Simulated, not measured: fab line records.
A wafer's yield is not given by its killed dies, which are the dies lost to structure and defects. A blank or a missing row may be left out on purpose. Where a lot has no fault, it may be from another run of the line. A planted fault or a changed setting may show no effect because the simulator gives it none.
What tool caused it? ; flow sky130 ; 30 wafers from 10 lots sampled at 6 of the route's 708 steps

== WHAT EACH GAUGE READ, for each wafer ==
SKY_VIA3_CD_MEAS_12 targets a cd of 200 nm. Usual: 200.4 nm for cd-nm, sd 1.6.
lot;measured;on;cd-nm (nm);flag
L781;day 39 18:32;cd-sem-02;200.7 199.8 200.9;
L785;day 41 15:53;cd-sem-02;196.9 195.5 195.8;
L786;day 41 23:11;cd-sem-02;201.7 201.2 200.4;
L787;day 42 08:00;cd-sem-02;200.9 201.2 202.2;
L789;day 42 22:25;cd-sem-02;202.0 201.8 201.0;
L795;day 44 07:26;cd-sem-01;199.3 199.7 197.7;
L796;day 44 11:05;cd-sem-02;198.2 198.1 198.1;
L801;day 45 11:06;cd-sem-01;202.8 203.0 202.2;
L802;day 45 22:11;cd-sem-02;201.3 202.4 199.5;
L804;day 46 00:21;cd-sem-01;201.2 201.2 200.3;

SKY_VIA3_RS_MEAS_22: measurement is done with a four-point probe. Usual: for VIA3_W_RS the level is 0.294 ohm/sq and the standard deviation is 0.0035.
lot;measured;on;VIA3_W_RS (ohm/sq);flag
L781;day 39 19:34;film-metro-04;0.299 0.298 0.296;
L785;day 41 16:57;film-metro-02;0.296 0.293 0.294;
L786;day 42 00:17;film-metro-03;0.288 0.298 0.292;
L787;day 42 09:09;film-metro-03;0.296 0.297 0.296;
L789;day 42 23:53;film-metro-04;0.291 0.290 0.294;
L795;day 44 08:31;film-metro-02;58.067 57.810 57.607;OFF
L796;day 44 12:20;film-metro-02;59.117 58.947 58.652;OFF
L801;day 45 12:08;film-metro-03;0.295 0.299 0.294;
L802;day 45 23:15;film-metro-02;0.295 0.297 0.294;
L804;day 46 01:23;film-metro-02;0.289 0.294 0.291;

SKY_VIA3_THK_MEAS_23: measures by xrf. Usual: for VIA3_W_THK the level is 388 nm and the standard deviation is 5.9.
lot;measured;on;VIA3_W_THK (nm);flag
L781;day 39 19:41;film-metro-04;380 384 386;
L785;day 41 17:04;film-metro-02;386 393 392;
L786;day 42 00:23;film-metro-03;399 385 391;
L787;day 42 09:14;film-metro-03;390 388 385;
L789;day 42 23:59;film-metro-04;388 392 391;
L795;day 44 08:38;film-metro-02;<0 <0 <0;OFF
L796;day 44 12:27;film-metro-02;<0 - <0;OFF
L801;day 45 12:16;film-metro-03;389 382 387;
L802;day 45 23:22;film-metro-02;385 383 387;
L804;day 46 01:30;film-metro-02;391 385 389;

== TOOL THAT RAN EACH LOT (tool first, then ch and the chambers of the sampled wafers, then the start) ==
lot;SKY_METAL3_SPUTTER_03;SKY_CAPM_STRIP_14;SKY_VIA3_CVD_21
L781;pvd-sputter-01, day 36 11:22;plasma-asher-02 ch 0,1, day 37 13:22;cvd-w-01 ch 0,1, day 39 19:27
L785;pvd-sputter-03, day 38 11:01;plasma-asher-02 ch 0,1, day 39 12:43;cvd-w-01 ch 0,1, day 41 16:50
L786;pvd-sputter-02, day 38 20:15;plasma-asher-04 ch 0,1, day 39 21:40;cvd-w-02 ch 0,1, day 42 00:10
L787;pvd-sputter-03, day 39 05:14;plasma-asher-01 ch 0,1, day 40 06:16;cvd-w-01 ch 0,1, day 42 09:01
L789;pvd-sputter-03, day 39 20:41;plasma-asher-01 ch 0,1, day 40 21:02;cvd-w-02 ch 0,1, day 42 23:44
L795;pvd-sputter-03, day 41 07:50;plasma-asher-01 ch 0,1, day 42 07:40;cvd-w-02 ch 0,1, day 44 08:23
L796;pvd-sputter-02, day 41 12:08;plasma-asher-02 ch 0,1, day 42 11:33;cvd-w-01 ch 0, day 44 12:05
L801;pvd-sputter-01, day 42 13:59;plasma-asher-02 ch 0,1, day 43 13:10;cvd-w-02 ch 0,1, day 45 12:01
L802;pvd-sputter-03, day 43 01:35;plasma-asher-02 ch 0,1, day 44 00:16;cvd-w-02 ch 0, day 45 23:08
L804;pvd-sputter-01, day 43 03:37;plasma-asher-02 ch 0,1, day 44 02:07;cvd-w-01 ch 0,1, day 46 01:15
- SKY_METAL3_SPUTTER_03: material Ti, target thk 5 nm, time 3.3 s.
- SKY_CAPM_STRIP_14: strips in O2/N2.
- SKY_VIA3_CVD_21: deposits W, target thk 390 nm, time 117.31 s.

== WHAT THE TOOLS THEMSELVES READ (means of the sampled wafers that have a number; where no wafer has one, the mark that the record gives instead) ==
SKY_METAL3_SPUTTER_03. Usual: 30.5 % for throttle-valve-pct, sd 0.73.
lot;tool;throttle-valve-pct (%);flag
L781;pvd-sputter-01;30.0;
L785;pvd-sputter-03;30.8;
L786;pvd-sputter-02;29.6;
L787;pvd-sputter-03;30.4;
L789;pvd-sputter-03;30.7;
L795;pvd-sputter-03;30.5;
L796;pvd-sputter-02;29.2;
L801;pvd-sputter-01;30.4;
L802;pvd-sputter-03;30.6;
L804;pvd-sputter-01;30.3;

SKY_CAPM_STRIP_14. Usual: drypump-motor-current-A 5.75 A, standard deviation 0.14; n2-flow-sccm 299.9 sccm, standard deviation 0.91; oes-product-au 0.710 a.u., standard deviation 0.0046; strip-time-to-endpoint-s 12.65 s, standard deviation 0.042.
lot;tool;drypump-motor-current-A (A);n2-flow-sccm (sccm);oes-product-au (a.u.);strip-time-to-endpoint-s (s);flag
L781;plasma-asher-02;5.76;299.6;0.710;12.64;
L785;plasma-asher-02;5.76;299.8;0.710;12.69;
L786;plasma-asher-04;5.75;299.7;0.709;12.70;
L787;plasma-asher-01;5.82;300.0;0.711;12.62;
L789;plasma-asher-01;5.81;300.0;0.711;12.64;
L795;plasma-asher-01;5.80;299.5;0.710;12.59;
L796;plasma-asher-02;5.66;298.9;0.713;12.65;
L801;plasma-asher-02;5.64;299.5;0.713;12.60;
L802;plasma-asher-02;5.67;299.7;0.711;12.62;
L804;plasma-asher-02;5.78;300.0;0.709;12.67;

SKY_VIA3_CVD_21. Usual: chamber-pressure-Torr 40.01 Torr, standard deviation 0.076; heater-power-outer-w 573 W, standard deviation 38; heater-power-w 900 W, standard deviation 20.
lot;tool;chamber-pressure-Torr (Torr);heater-power-outer-w (W);heater-power-w (W);flag
L781;cvd-w-01;40.01;563;885;
L785;cvd-w-01;40.08;562;907;
L786;cvd-w-02;40.04;563;892;
L787;cvd-w-01;39.99;560;902;
L789;cvd-w-02;39.99;563;888;
L795;cvd-w-02;-;-;-;OFF
L796;cvd-w-01;-;-;-;OFF
L801;cvd-w-02;39.93;561;905;
L802;cvd-w-02;39.99;530;894;
L804;cvd-w-01;39.97;548;906;

== THE ANSWER, worked out from the rows above alone ==
Rule: a lot is off if the mean of its wafers that have a number lies more than 3 standard deviations from the usual mean. Also off: a lot with no number at a reading for which 4 or more lots have one. All remaining lots with rows at the step are treated as sound. First the gauges in route order, then the tools' own readings, where a lot's mean is used as printed above. At the first step where some lot is off, the reading lying furthest off is the one used; lots without a number count as furthest.
Off: at SKY_VIA3_RS_MEAS_22 (VIA3_W_RS), L795, L796.
If a tool, at a process step before that reading, ran all the lots that are off and no sound lot after the first of them, it fits. Not tried: the gauges at SKY_VIA3_RS_MEAS_22; whatever is off there is also off at SKY_VIA3_CVD_21, on other tools, and gauge error can't account for it. None of those tried fits.

== WHAT WAS PUT IN BY THE SIMULATOR ==
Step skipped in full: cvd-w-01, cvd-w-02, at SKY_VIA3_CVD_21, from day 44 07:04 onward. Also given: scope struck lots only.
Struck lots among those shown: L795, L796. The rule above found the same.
